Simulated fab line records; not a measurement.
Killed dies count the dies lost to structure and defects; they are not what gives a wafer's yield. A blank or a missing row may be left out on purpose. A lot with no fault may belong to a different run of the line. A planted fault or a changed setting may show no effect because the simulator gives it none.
fab line records ; flow sky130
record: lots: 10; wafers: 30; last_day: 50
route steps=708 shown LDD_HVP@287 LI_CONTACT@383 METAL1@436
lots with no fault: from the same line, run without faults
start_h: hours from the record's first day to the start of the lot's first wafer shown ; wait_h: how many hours have passed since the lot's step before this one ; " the same as in the row above ; L1.1+2: a single row standing in for several wafers ; - either no value or no given start ; * or withheld: withheld ; < > ~ a bound
route shown NAME@n: NAME is a module with steps in the file, n the number in the route of the first one ; usual: average and standard deviation across the fault-free wafers ; same: alike in all rows ; chamber/n: place in a boat ; sites: the reading at each site ; _std_site: their standard deviation ; _edge_site: the outer-site mean with the inner-site mean subtracted ; radius_mm: how far each site lies from the wafer's centre ; mask NAME#n: copy n ; behind: the tool/chamber that last shaped the wafer ; hold: the reason the lot was held/the length of the hold in hours/how it ended ; device: whichever transistor did not switch (one of n, p or np) ; end of line: tests of these same wafers at the route's end ; a step given without rows: its recipe and nothing more ; killed: dies lost to structure and defects at the first sort, not the wafer's yield ; map: a wafer's dies, marking killed ones x, the rest . and places with no die _
set.NAME: the setting that was run; set.NAME@STEP: the one run at that earlier step ; model.NAME: the simulator's own value behind a step, which no gauge read
route steps across a sampled set of lots; one table per step, one row per wafer
services: from which hour (start_h, from the record's first day; less than 0 if before it) a tool's chamber was out of use, for how many hours, and why
== steps ==
step: SKY_LDD_HVP_STRIP_09
recipe: chemistry: O2/N2; power_w: 1400; pressure_mtorr: 1500; platen_temp_c: withheld; o2_flow_sccm: 3000; n2_flow_sccm: 300; overash_fraction: 0.5
usual: chamber_pressure_mTorr: 1499.8/1.5; drypump_motor_current_A: 6.06/0.27; oes_product_au: 0.408/0.005; strip_time_to_endpoint_s: 4.138/0.013
lot.wafer;tool;chamber;start_h;wait_h;chamber_pressure_mTorr;drypump_motor_current_A;oes_product_au;rf_hours_counter_h;strip_time_to_endpoint_s
L864.1;plasma_asher-04;0;505.23;0.1;1498.4;6.22;0.418;7;4.137
L864.2;plasma_asher-04;1;505.23;0.1;1499.6;5.97;0.402;7;4.139
L864.6;plasma_asher-04;1;505.23;0.1;1496.4;5.96;0.407;-;4.142
L867.1;plasma_asher-03;1;538.28;0.1;1496.8;6.01;0.407;71;4.134
L867.3;plasma_asher-03;1;538.28;0.1;1498.4;6.01;0.405;-;4.145
L867.4;plasma_asher-03;0;538.28;0.1;1498.1;6.39;0.407;-;4.125
L872.1;plasma_asher-02;0;585.92;0.1;1500.5;5.59;0.419;47;4.143
L872.2;plasma_asher-02;1;585.92;0.1;1497.1;5.70;0.417;47;4.131
L872.5;plasma_asher-02;1;585.92;0.1;1500.3;5.71;0.406;-;4.149
L875.4;plasma_asher-02;0;615.45;0.1;1499.6;5.59;0.415;-;4.145
L875.5;plasma_asher-02;0;615.45;0.1;1498.8;5.59;0.417;-;4.162
L875.6;plasma_asher-02;1;615.45;0.1;1501.4;5.74;0.408;-;4.133
L880.4;plasma_asher-03;1;653.85;0.1;1500.7;6.01;0.404;-;4.116
L880.5;plasma_asher-03;1;653.85;0.1;1500.1;6.01;0.410;-;4.139
L880.6;plasma_asher-03;0;653.85;0.1;1500.5;6.44;0.411;-;4.133
L881.1;plasma_asher-04;1;668.92;0.1;1499.0;5.96;0.407;23;4.133
L881.2;plasma_asher-04;0;668.92;0.1;1500.1;6.20;0.413;23;4.160
L881.5;plasma_asher-04;0;668.92;0.1;1498.3;6.19;0.407;-;4.127
L882.4;plasma_asher-04;1;677.80;0.1;1499.7;5.98;0.409;-;4.138
L882.5;plasma_asher-04;0;677.80;0.1;1499.4;6.22;0.402;-;4.151
L882.6;plasma_asher-04;1;677.80;0.1;1499.9;5.97;0.407;-;4.132
L883.1;plasma_asher-04;1;680.92;0.1;1500.2;5.95;0.410;25;4.127
L883.4;plasma_asher-04;0;680.92;0.1;1501.2;6.24;0.410;-;4.130
L883.5;plasma_asher-04;1;680.92;0.1;1499.0;5.97;0.403;-;4.134
L885.1;plasma_asher-03;1;685.37;0.1;1498.0;6.04;0.400;86;4.133
L885.4;plasma_asher-03;0;685.37;0.1;1498.6;6.46;0.407;-;4.135
L885.5;plasma_asher-03;0;685.37;0.1;1498.8;6.46;0.403;-;4.152
L884.2;plasma_asher-03;1;687.32;0.1;1496.5;6.01;0.413;86;4.133
L884.3;plasma_asher-03;1;687.32;0.1;1500.1;6.01;0.413;-;4.152
L884.4;plasma_asher-03;0;687.32;0.1;1498.8;6.45;0.413;-;4.148
step: SKY_LI_CONTACT_CVD_21
recipe: material: W; target_thk_nm: 400; time_s: 120.56; temp_c: 400; pressure_torr: 40
usual: heater_power_w: 884/87
lot.wafer;tool;chamber;start_h;wait_h;heater_power_w
L864.1;cvd_w-02;0;689.10;0.0;999
L864.2;cvd_w-02;1;689.10;0.0;916
L864.6;cvd_w-02;0;689.10;0.0;987
L867.1;cvd_w-02;1;717.49;0.0;927
L867.3;cvd_w-02;1;717.49;0.0;900
L867.4;cvd_w-02;0;717.49;0.0;973
L872.1;cvd_w-02;1;765.65;0.0;916
L872.2;cvd_w-02;0;765.65;0.0;991
L872.5;cvd_w-02;0;765.65;0.0;990
L875.4;cvd_w-01;1;788.59;0.1;767
L875.5;cvd_w-01;0;788.59;0.1;818
L875.6;cvd_w-01;1;788.59;0.1;758
L880.4;cvd_w-02;0;825.09;0.1;1002
L880.5;cvd_w-02;1;825.09;0.1;919
L880.6;cvd_w-02;0;825.09;0.1;1018
L881.1;cvd_w-02;1;835.96;0.0;915
L881.2;cvd_w-02;0;835.96;0.0;1005
L881.5;cvd_w-02;1;835.96;0.0;916
L882.4;cvd_w-01;0;844.68;0.1;828
L882.5;cvd_w-01;1;844.68;0.1;778
L882.6;cvd_w-01;0;844.68;0.1;823
L883.1;cvd_w-02;1;848.39;0.0;939
L883.4;cvd_w-02;1;848.39;0.0;946
L883.5;cvd_w-02;0;848.39;0.0;1009
L885.1;cvd_w-01;1;851.74;0.0;789
L885.4;cvd_w-01;0;851.74;0.0;839
L885.5;cvd_w-01;1;851.74;0.0;778
L884.2;cvd_w-02;0;853.54;0.0;999
L884.3;cvd_w-02;0;853.54;0.0;983
L884.4;cvd_w-02;1;853.54;0.0;915
step: SKY_METAL1_SPUTTER_02
recipe: material: AlCu; target_thk_nm: 250; power_w: 10600; time_s: 13.3; chamber_pressure_pa: 0.4
usual: chamber_pressure_pa: 0.4000/0.00074; throttle_valve_pct: 29.4/0.97
lot.wafer;tool;chamber;start_h;wait_h;chamber_pressure_pa;throttle_valve_pct
L864.1;pvd_sputter-02;-;748.92;0.0;0.4005;28.9
L864.2;pvd_sputter-02;-;748.92;0.0;0.3994;29.6
L864.6;pvd_sputter-02;-;748.92;0.0;0.3993;28.4
L867.1;pvd_sputter-01;-;775.96;0.0;0.4013;29.6
L867.3;pvd_sputter-01;-;775.96;0.0;0.4006;28.1
L867.4;pvd_sputter-01;-;775.96;0.0;0.4007;29.0
L872.1;pvd_sputter-01;-;822.77;0.0;0.4000;29.0
L872.2;pvd_sputter-01;-;822.77;0.0;0.4002;30.5
L872.5;pvd_sputter-01;-;822.77;0.0;0.4012;30.6
L875.4;pvd_sputter-04;-;842.82;0.0;0.3986;30.1
L875.5;pvd_sputter-04;-;842.82;0.0;0.3995;29.5
L875.6;pvd_sputter-04;-;842.82;0.0;0.4001;30.5
L880.4;pvd_sputter-01;-;880.88;0.0;0.3987;30.5
L880.5;pvd_sputter-01;-;880.88;0.0;0.3997;29.1
L880.6;pvd_sputter-01;-;880.88;0.0;0.4006;28.0
L881.1;pvd_sputter-01;-;891.36;0.0;0.4009;27.8
L881.2;pvd_sputter-01;-;891.36;0.0;0.4000;30.5
L881.5;pvd_sputter-01;-;891.36;0.0;0.4013;29.4
L882.4;pvd_sputter-01;-;898.41;0.0;0.4011;28.1
L882.5;pvd_sputter-01;-;898.41;0.0;0.4011;29.1
L882.6;pvd_sputter-01;-;898.41;0.0;0.4007;28.0
L883.1;pvd_sputter-04;-;902.61;0.0;0.3999;29.6
L883.4;pvd_sputter-04;-;902.61;0.0;0.4001;31.0
L883.5;pvd_sputter-04;-;902.61;0.0;0.4001;29.4
L885.1;pvd_sputter-02;-;905.76;0.0;0.3992;29.1
L885.4;pvd_sputter-02;-;905.76;0.0;0.4001;28.1
L885.5;pvd_sputter-02;-;905.76;0.0;0.3998;27.9
L884.2;pvd_sputter-01;-;908.11;0.0;0.4008;28.9
L884.3;pvd_sputter-01;-;908.11;0.0;0.3999;28.1
L884.4;pvd_sputter-01;-;908.11;0.0;0.4006;29.5
step: SKY_METAL1_SPUTTER_03
recipe: material: Ti; target_thk_nm: 5; power_w: 3000; time_s: 3.3; chamber_pressure_pa: 0.4
usual: chamber_pressure_pa: 0.3999/0.00067; throttle_valve_pct: 29.4/0.96
lot.wafer;tool;chamber;start_h;wait_h;chamber_pressure_pa;throttle_valve_pct
L864.1;pvd_sputter-02;-;748.95;0.0;0.4005;28.9
L864.2;pvd_sputter-02;-;748.95;0.0;0.4000;29.7
L864.6;pvd_sputter-02;-;748.95;0.0;0.3998;28.2
L867.1;pvd_sputter-01;-;775.99;0.0;0.4004;29.6
L867.3;pvd_sputter-01;-;775.99;0.0;0.3994;27.7
L867.4;pvd_sputter-01;-;775.99;0.0;0.3999;29.0
L872.1;pvd_sputter-01;-;822.79;0.0;0.4003;29.1
L872.2;pvd_sputter-01;-;822.79;0.0;0.3998;30.5
L872.5;pvd_sputter-01;-;822.79;0.0;0.4000;30.5
L875.4;pvd_sputter-04;-;842.84;0.0;0.4007;29.9
L875.5;pvd_sputter-04;-;842.84;0.0;0.4004;29.2
L875.6;pvd_sputter-04;-;842.84;0.0;0.4003;30.4
L880.4;pvd_sputter-01;-;880.90;0.0;0.3992;30.6
L880.5;pvd_sputter-01;-;880.90;0.0;0.3994;29.3
L880.6;pvd_sputter-01;-;880.90;0.0;0.4013;27.9
L881.1;pvd_sputter-01;-;891.39;0.0;0.4000;27.8
L881.2;pvd_sputter-01;-;891.39;0.0;0.4006;30.3
L881.5;pvd_sputter-01;-;891.39;0.0;0.3982;29.1
L882.4;pvd_sputter-01;-;898.44;0.0;0.3999;28.0
L882.5;pvd_sputter-01;-;898.44;0.0;0.3987;29.1
L882.6;pvd_sputter-01;-;898.44;0.0;0.4002;27.7
L883.1;pvd_sputter-04;-;902.64;0.0;0.4007;29.4
L883.4;pvd_sputter-04;-;902.64;0.0;0.4002;30.8
L883.5;pvd_sputter-04;-;902.64;0.0;0.3997;29.7
L885.1;pvd_sputter-02;-;905.79;0.0;0.3985;29.1
L885.4;pvd_sputter-02;-;905.79;0.0;0.3992;28.0
L885.5;pvd_sputter-02;-;905.79;0.0;0.4003;28.0
L884.2;pvd_sputter-01;-;908.14;0.0;0.4003;29.1
L884.3;pvd_sputter-01;-;908.14;0.0;0.4007;27.8
L884.4;pvd_sputter-01;-;908.14;0.0;0.3992;29.6
step: SKY_METAL1_RS_MEAS_05
recipe: thk_meas_gauge: four-point-probe; reads: TiN_of_METAL1_SPUTTER_04+Ti_of_METAL1_SPUTTER_03+AlCu_of_METAL1_SPUTTER_02+TiN_of_METAL1_SPUTTER_01+Ti_of_METAL1_SPUTTER_00
usual: METAL1_ALCU_RS: 0.1265/0.0012
lot.wafer;tool;chamber;start_h;wait_h;METAL1_ALCU_RS[ohm/sq]
L864.1;film_metro-02;-;749.02;0.0;0.1268
L864.2;film_metro-02;-;749.02;0.0;0.1267
L864.6;film_metro-02;-;749.02;0.0;0.1255
L867.1;film_metro-04;-;776.05;0.0;0.1274
L867.3;film_metro-04;-;776.05;0.0;0.1272
L867.4;film_metro-04;-;776.05;0.0;0.1274
L872.1;film_metro-04;-;822.86;0.0;0.1179
L872.2;film_metro-04;-;822.86;0.0;0.1253
L872.5;film_metro-04;-;822.86;0.0;0.1259
L875.4;film_metro-04;-;842.97;0.1;0.1273
L875.5;film_metro-04;-;842.97;0.1;0.1298
L875.6;film_metro-04;-;842.97;0.1;0.1278
L880.4;film_metro-02;-;881.03;0.1;0.1255
L880.5;film_metro-02;-;881.03;0.1;0.1263
L880.6;film_metro-02;-;881.03;0.1;0.1259
L881.1;film_metro-04;-;891.45;0.0;0.1251
L881.2;film_metro-04;-;891.45;0.0;0.1262
L881.5;film_metro-04;-;891.45;0.0;0.1263
L882.4;film_metro-04;-;898.56;0.1;0.1251
L882.5;film_metro-04;-;898.56;0.1;0.1257
L882.6;film_metro-04;-;898.56;0.1;0.1240
L883.1;film_metro-02;-;902.70;0.0;0.1267
L883.4;film_metro-02;-;902.70;0.0;0.1277
L883.5;film_metro-02;-;902.70;0.0;0.1268
L885.1;film_metro-04;-;905.85;0.0;0.1266
L885.4;film_metro-04;-;905.85;0.0;0.1268
L885.5;film_metro-04;-;905.85;0.0;0.1265
L884.2;film_metro-01;-;908.22;0.0;0.1260
L884.3;film_metro-01;-;908.22;0.0;0.1260
L884.4;film_metro-01;-;908.22;0.0;0.1257
step: SKY_METAL1_THK_MEAS_06
recipe: thk_meas_gauge: xrf; reads: AlCu_of_METAL1_SPUTTER_02
usual: METAL1_ALCU_THK: 247/3
lot.wafer;tool;chamber;start_h;wait_h;METAL1_ALCU_THK[nm]
L864.1;film_metro-02;-;749.14;0.1;248
L864.2;film_metro-02;-;749.14;0.1;249
L864.6;film_metro-02;-;749.14;0.1;251
L867.1;film_metro-04;-;776.17;0.1;244
L867.3;film_metro-04;-;776.17;0.1;245
L867.4;film_metro-04;-;776.17;0.1;246
L872.1;film_metro-04;-;822.98;0.1;263
L872.2;film_metro-04;-;822.98;0.1;249
L872.5;film_metro-04;-;822.98;0.1;246
L875.4;film_metro-04;-;843.06;0.1;244
L875.5;film_metro-04;-;843.06;0.1;240
L875.6;film_metro-04;-;843.06;0.1;243
L880.4;film_metro-02;-;881.12;0.1;250
L880.5;film_metro-02;-;881.12;0.1;249
L880.6;film_metro-02;-;881.12;0.1;250
L881.1;film_metro-04;-;891.57;0.1;251
L881.2;film_metro-04;-;891.57;0.1;247
L881.5;film_metro-04;-;891.57;0.1;247
L882.4;film_metro-04;-;898.65;0.1;247
L882.5;film_metro-04;-;898.65;0.1;249
L882.6;film_metro-04;-;898.65;0.1;249
L883.1;film_metro-02;-;902.82;0.1;247
L883.4;film_metro-02;-;902.82;0.1;246
L883.5;film_metro-02;-;902.82;0.1;249
L885.1;film_metro-04;-;905.97;0.1;246
L885.4;film_metro-04;-;905.97;0.1;246
L885.5;film_metro-04;-;905.97;0.1;247
L884.2;film_metro-01;-;908.33;0.1;249
L884.3;film_metro-01;-;908.33;0.1;245
L884.4;film_metro-01;-;908.33;0.1;245
== services ==
tool;chamber;start_h;hours;kind
pvd_sputter-04;-;504.70;3.0;repair
cvd_w-01;0;532.95;15.0;repair
cvd_w-01;1;544.41;2.8;repair
pvd_sputter-01;-;546.72;7.7;repair
pvd_sputter-01;-;556.23;4.3;repair
pvd_sputter-02;-;559.89;3.2;repair
plasma_asher-03;-;585.81;2.8;pm
plasma_asher-02;-;594.94;8.6;repair
cvd_w-01;1;618.61;8.8;repair
plasma_asher-02;-;621.73;4.0;pm
pvd_sputter-02;-;648.87;8.5;repair
pvd_sputter-01;-;655.93;0.9;repair
cvd_w-02;1;675.98;7.5;repair
cvd_w-01;1;688.52;1.8;repair
cvd_w-01;-;688.86;2.7;repair
cvd_w-02;-;732.99;1.2;repair
plasma_asher-03;-;764.71;2.0;repair
pvd_sputter-02;-;807.31;0.6;repair
cvd_w-01;0;851.99;8.1;repair
pvd_sputter-02;-;879.21;1.4;repair
pvd_sputter-04;-;885.23;8.5;repair
plasma_asher-04;-;890.69;1.2;repair
cvd_w-01;-;903.25;0.9;repair
cvd_w-01;-;904.20;14.0;pm
== key ==
first_sign: step: SKY_METAL1_RS_MEAS_05; reading: METAL1_ALCU_RS; direction: down; sigmas: 7.3; usual: 0.1265; struck: 0.1179
effect: step: SKY_METAL1_THK_MEAS_06; reading: METAL1_ALCU_THK; direction: up; sigmas: 5.4; usual: 247; struck: 263
met_at SKY_METAL1_SPUTTER_02
struck_lots L872
struck_wafers L872.1
not_acting_at SKY_LDD_HVP_STRIP_09,SKY_LI_CONTACT_CVD_21,SKY_METAL1_SPUTTER_03
onset_between 775.96 822.77
fault: kind: process_parameter_drift; tool: pvd_sputter-01; chamber: -; onset_h: 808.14; steps: SKY_METAL1_SPUTTER_02; channel: time_s; offset: *; shape: step; end_h: 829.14; acts_in: *; stated: *; scope: struck_wafers_only
